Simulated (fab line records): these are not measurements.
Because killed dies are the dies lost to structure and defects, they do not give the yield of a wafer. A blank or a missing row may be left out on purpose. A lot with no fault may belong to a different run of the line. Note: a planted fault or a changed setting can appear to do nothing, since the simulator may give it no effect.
fab line records    flow sky130
record: lots: 5  wafers: 15  last-day: 49
route steps=708 shown VT_ADJUST_HVTP@89 VT_ADJUST_LVTN@97 PAD_OPEN@708
lots that met no fault: from a run of the same line without faults
start-h: the number of hours between the record's first day and the start of the first shown wafer of the lot    wait-h: hours from the lot's prior step to this one    " repeats the value in the row above    L1.1+2: several wafers, shown together as one row    - value missing, or start not given    * or withheld: withheld    < > ~ a bound
route shown NAME@n: NAME is a module with steps in the file, n the number in the route of the first one    usual: mean and standard deviation over wafers with no fault    same: alike in all rows    chamber/n: place in a boat    sites: each site's reading    _std_site: how widely they spread, as a standard deviation    _edge_site: mean of outer sites minus mean of inner sites    radius-mm: for every site, how far away it sits from the centre of the wafer    mask NAME#n: copy n    behind: tool/chamber where the wafer was last shaped    hold: what put the lot on hold/how long, in hours/how the hold closed    device: the transistor (n, p or np) that didn't switch    end of line: at the end of the route, the tests of the same wafers    where a step has no rows: the recipe by itself    killed: at the first sort, the dies lost to defects and structure; wafer yield is something else    map: shows each die of a wafer: x if killed, . if not, _ if none is there
set.NAME: the setting the step ran with; set.NAME@STEP: the setting that earlier step ran with    model.NAME: the simulator's own value behind a step, which no gauge read
lots seen at some steps along the route; tables by step, rows by wafer
services: from which hour (start-h, from the record's first day; less than 0 if before it) a tool's chamber was out of use, for how many hours, and why
== steps ==
step: SKY_VT_ADJUST_HVTP_EXPOSE_04
recipe: mask-id: HVTPM  na: 0.6  source-shape: conventional  sigma-outer: 0.6  polarization: unpolarized  target-cd-nm: 380  dose-mj: 140
step: SKY_VT_ADJUST_HVTP_PEB_05
recipe: temp-c: withheld  time-s: *  resist: NOVOLAK
step: SKY_VT_ADJUST_HVTP_DEVELOP_06
recipe: resist: NOVOLAK  developer: TMAH  develop-time-s: 60  dev-temp-c: 23
step: SKY_VT_ADJUST_HVTP_CD_MEAS_07
recipe: target-cd-nm: 380
usual: cd-nm: 379.5/2.7
lot.wafer  tool       chamber  start-h  wait-h  cd-nm
L658.2     cd-sem-02  -        129.69   0.1     381.5
L658.3     "          -        "        "       381.3
L658.4     "          -        "        "       382.3
L660.1     cd-sem-01  -        137.42   0.1     381.9
L660.2     "          -        "        "       384.0
L660.5     "          -        "        "       382.2
L668.1     cd-sem-01  -        192.52   0.1     383.8
L668.2     "          -        "        "       385.5
L668.4     "          -        "        "       384.2
L671.1     cd-sem-01  -        220.27   0.1     375.7
L671.4     "          -        "        "       377.9
L671.5     "          -        "        "       378.3
L674.1     cd-sem-02  -        233.73   0.1     380.9
L674.3     "          -        "        "       380.6
L674.6     "          -        "        "       377.3
step: SKY_VT_ADJUST_HVTP_OVL_MEAS_08
usual: VT_ADJUST_HVTP_OVL: 0.0/1.2
lot.wafer  tool        chamber  start-h  wait-h  VT_ADJUST_HVTP_OVL[nm]
L658.2     overlay-02  -        129.80   0.1     0.2
L658.3     "           -        "        "       1.8
L658.4     "           -        "        "       0.6
L660.1     overlay-01  -        137.54   0.1     1.3
L660.2     "           -        "        "       0.0
L660.5     "           -        "        "       0.8
L668.1     overlay-01  -        192.64   0.1     0.4
L668.2     "           -        "        "       -1.6
L668.4     "           -        "        "       -1.6
L671.1     overlay-01  -        220.39   0.1     2.8
L671.4     "           -        "        "       2.1
L671.5     "           -        "        "       1.1
L674.1     overlay-01  -        233.85   0.1     -0.3
L674.3     "           -        "        "       0.0
L674.6     "           -        "        "       -0.2
step: SKY_VT_ADJUST_HVTP_IMPLANT_09
recipe: species: As  energy-kev: 150  dose-cm2: 4.3e+12  tilt-deg: withheld
step: SKY_VT_ADJUST_HVTP_STRIP_10
recipe: chemistry: O2/N2  power-w: 1400  pressure-mtorr: 1500  platen-temp-c: withheld  o2-flow-sccm: 3000  n2-flow-sccm: 300  overash-fraction: 0.5
usual: drypump-motor-current-A: 5.9/0.41  oes-product-au: 0.716/0.0045  strip-time-to-endpoint-s: 14.19/0.04
same: overash-fraction: 0.5
lot.wafer  tool             chamber  start-h  wait-h  drypump-motor-current-A  oes-product-au  rf-hours-counter-h  strip-time-to-endpoint-s
L658.2     plasma-asher-04  0        129.98   0.1     5.3                      0.711           30                  14.15
L658.3     "                0        "        "       5.2                      0.720           -                   14.16
L658.4     "                1        "        "       5.9                      0.716           -                   14.14
L660.1     plasma-asher-01  0        137.73   0.1     6.4                      0.705           47                  14.26
L660.2     "                1        "        "       5.9                      0.721           47                  14.23
L660.5     "                0        "        "       6.4                      0.710           -                   14.23
L668.1     plasma-asher-01  1        192.82   0.1     5.9                      0.715           52                  14.18
L668.2     "                0        "        "       6.4                      0.714           52                  14.16
L668.4     "                0        "        "       6.4                      0.724           -                   14.18
L671.1     plasma-asher-04  1        220.57   0.1     5.9                      0.715           39                  14.22
L671.4     "                1        "        "       5.8                      0.719           -                   14.15
L671.5     "                0        "        "       5.2                      0.722           -                   14.17
L674.1     plasma-asher-03  0        234.04   0.1     6.4                      0.710           54                  14.25
L674.3     "                1        "        "       6.0                      0.712           -                   14.12
L674.6     "                0        "        "       6.4                      0.711           -                   14.18
step: SKY_VT_ADJUST_HVTP_TW_MEAS_11
usual: VT_ADJUST_HVTP_TW: 1359/6.4
lot.wafer  tool           chamber  start-h  wait-h  VT_ADJUST_HVTP_TW
L658.2     film-metro-02  -        130.09   0.1     1353
L658.3     "              -        "        "       1362
L658.4     "              -        "        "       1356
L660.1     film-metro-01  -        137.83   0.1     1364
L660.2     "              -        "        "       1362
L660.5     "              -        "        "       1359
L668.1     film-metro-02  -        192.92   0.1     1357
L668.2     "              -        "        "       1352
L668.4     "              -        "        "       1357
L671.1     film-metro-02  -        220.67   0.1     1359
L671.4     "              -        "        "       1352
L671.5     "              -        "        "       1361
L674.1     film-metro-01  -        234.14   0.1     1378
L674.3     "              -        "        "       1365
L674.6     "              -        "        "       1374
step: SKY_VT_ADJUST_LVTN_DEHYDRATE_00
recipe: temp-c: 200  time-s: 60
step: SKY_VT_ADJUST_LVTN_HMDS_01
recipe: prime-time-s: 60  prime-temp-c: 120
step: SKY_VT_ADJUST_LVTN_COAT_02
recipe: spin-rpm: 2000  resist-thk-nm: 3000
step: SKY_VT_ADJUST_LVTN_SOFTBAKE_03
recipe: temp-c: 110  time-s: withheld
step: SKY_VT_ADJUST_LVTN_EXPOSE_04
recipe: mask-id: NWM_COMPLEMENT_LESS_NATIVE  na: 0.6  source-shape: conventional  sigma-outer: 0.6  polarization: unpolarized  target-cd-nm: 840  dose-mj: 194
same: sigma-outer: 0.6
lot.wafer   tool              chamber  start-h  wait-h  mask                          model.VT_ADJUST_LVTN.overlay-x-nm
L658.2+3+4  iline-stepper-01  0        139.42   -       NWM_COMPLEMENT_LESS_NATIVE#0  -0.4239
L660.1+2+5  iline-stepper-02  0        147.63   -       NWM_COMPLEMENT_LESS_NATIVE#0  -1.312
L668.1+2+4  iline-stepper-01  0        203.63   -       NWM_COMPLEMENT_LESS_NATIVE#0  1.625
L671.1+4+5  iline-stepper-02  0        232.14   -       NWM_COMPLEMENT_LESS_NATIVE#0  0.2279
L674.1+3+6  iline-stepper-02  0        245.02   -       NWM_COMPLEMENT_LESS_NATIVE#0  0.4402
step: SKY_VT_ADJUST_LVTN_PEB_05
recipe: temp-c: 115  time-s: withheld
step: SKY_PAD_OPEN_PROBE_99
usual: killed_at_M0_to_M3: 44/7.1  killed_at_M4_up: 3.3/1.8  killed-at-contacts: 24/5.1  killed-at-front-end: 16/4.7  killed-at-other: 0.3/0.52  killed-dies: 87/9.7  killed-open: 47/6.8  killed-short: 39/6.7
same: gross-dies: 492  killed-at-back-side: 0
lot.wafer  tool       chamber  start-h  wait-h  killed_at_M0_to_M3  killed_at_M4_up  killed-at-contacts  killed-at-front-end  killed-at-other  killed-dies  killed-open  killed-short
L660.1     prober-02  -        1083.85  0.1     37                  5                24                  16                   0                82           43           39
L660.2     prober-02  -        1083.90  0.1     51                  4                33                  19                   1                108          59           49
L660.5     prober-02  -        1084.05  0.2     46                  3                16                  20                   0                85           45           40
L668.1     prober-02  -        1134.59  0.1     41                  6                20                  20                   1                88           45           43
L668.2     prober-02  -        1134.64  0.1     35                  2                31                  26                   0                94           49           45
L668.4     prober-02  -        1134.74  0.2     35                  2                27                  18                   2                84           61           23
L671.1     prober-01  -        1156.95  0.1     59                  5                17                  20                   0                101          55           46
L671.4     prober-01  -        1157.10  0.2     33                  1                25                  24                   0                83           45           38
L671.5     prober-01  -        1157.15  0.2     46                  5                25                  15                   0                91           51           40
killed by level:class
L660.1 CONTACT:geometric-particle:open=8 CONTACT:geometric-particle:short=8 FIELD_ISO:geometric-particle:open=7 VIA1:geometric-particle:open=7 LI_CONTACT:geometric-particle:open=6 FIELD_ISO:geometric-particle:short=5 METAL1:geometric-particle:short=5 METAL2:geometric-particle:short=4
L660.2 LI_CONTACT:geometric-particle:open=12 CONTACT:geometric-particle:open=12 METAL2:geometric-particle:short=10 FIELD_ISO:geometric-particle:open=8 VIA1:geometric-particle:open=7 VIA2:geometric-particle:open=7 VIA3:geometric-particle:open=6 METAL1:geometric-particle:short=6
L660.5 VIA1:geometric-particle:open=9 VIA3:geometric-particle:open=7 FIELD_ISO:geometric-particle:open=6 FIELD_ISO:geometric-particle:short=6 CONTACT:geometric-particle:open=5 VIA2:geometric-particle:short=5 CONTACT:geometric-particle:short=4 METAL1:geometric-particle:open=4
L668.1 METAL2:geometric-particle:short=8 POLY_GATE:geometric-particle:open=7 LI_CONTACT:geometric-particle:open=7 CONTACT:geometric-particle:open=7 VIA1:geometric-particle:open=7 VIA3:geometric-particle:open=6 VIA2:geometric-particle:open=6 FIELD_ISO:geometric-particle:short=5
L668.2 CONTACT:geometric-particle:open=11 VIA1:geometric-particle:open=10 FIELD_ISO:geometric-particle:short=8 CONTACT:geometric-particle:short=7 FIELD_ISO:geometric-particle:open=6 POLY_GATE:geometric-particle:short=6 VIA1:geometric-particle:short=6 LI_CONTACT:geometric-particle:open=5
L668.4 CONTACT:geometric-particle:open=11 VIA1:geometric-particle:open=10 LI_CONTACT:geometric-particle:open=8 VIA3:geometric-particle:open=7 FIELD_ISO:geometric-particle:open=5 POLY_GATE:geometric-particle:open=5 METAL1:geometric-particle:open=4 POLY_GATE:geometric-particle:short=3
L671.1 VIA1:geometric-particle:open=15 METAL2:geometric-particle:short=12 VIA2:geometric-particle:open=10 POLY_GATE:geometric-particle:open=8 VIA1:geometric-particle:short=7 CONTACT:geometric-particle:open=6 VIA3:geometric-particle:open=6 FIELD_ISO:geometric-particle:open=4
L671.4 CONTACT:geometric-particle:open=8 FIELD_ISO:geometric-particle:open=7 VIA1:geometric-particle:open=7 FIELD_ISO:geometric-particle:short=6 LI_CONTACT:geometric-particle:open=6 LOCAL_INTERCONNECT:geometric-particle:short=6 VIA1:geometric-particle:short=5 CONTACT:geometric-particle:short=4
L671.5 VIA1:geometric-particle:open=11 LI_CONTACT:geometric-particle:open=8 CONTACT:geometric-particle:open=7 VIA2:geometric-particle:open=7 LOCAL_INTERCONNECT:geometric-particle:short=6 METAL1:geometric-particle:short=6 METAL2:geometric-particle:short=5 VIA3:geometric-particle:open=5
== services ==
tool              chamber  start-h  hours  kind
iline-stepper-02  -        145.11   1.7    pm
iline-stepper-01  0        151.41   -      calibration
plasma-asher-01   -        167.51   2.8    pm
iline-stepper-01  -        177.75   1.1    repair
plasma-asher-04   -        236.46   13.9   repair
iline-stepper-02  -        241.20   1.9    repair
== key ==
first-sign none at tools or gauges
model-effect: step: SKY_VT_ADJUST_LVTN_EXPOSE_04  value: VT_ADJUST_LVTN.overlay-x-nm  without: -1.718  struck: 1.625
met-at SKY_VT_ADJUST_LVTN_EXPOSE_04
struck-wafers L668.1,L668.2,L668.4
tester-left-out L668
onset-between 139.42 203.63
also-fits SKY_VT_ADJUST_HVTP_STRIP_10:plasma-asher-01
fault: kind: scanner-matching-overlay  tool: iline-stepper-01  chamber: -  onset-h: 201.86  steps: SKY_VT_ADJUST_LVTN_EXPOSE_04  offset: 3.3425
tester-left-out: of these lots the tester's yield and bins aren't shown, on N5 and GAA mostly nor the transistor test; their killed dies are dies lost to structure and defects alone, not to doping, threshold or leakage, so they don't give the yield
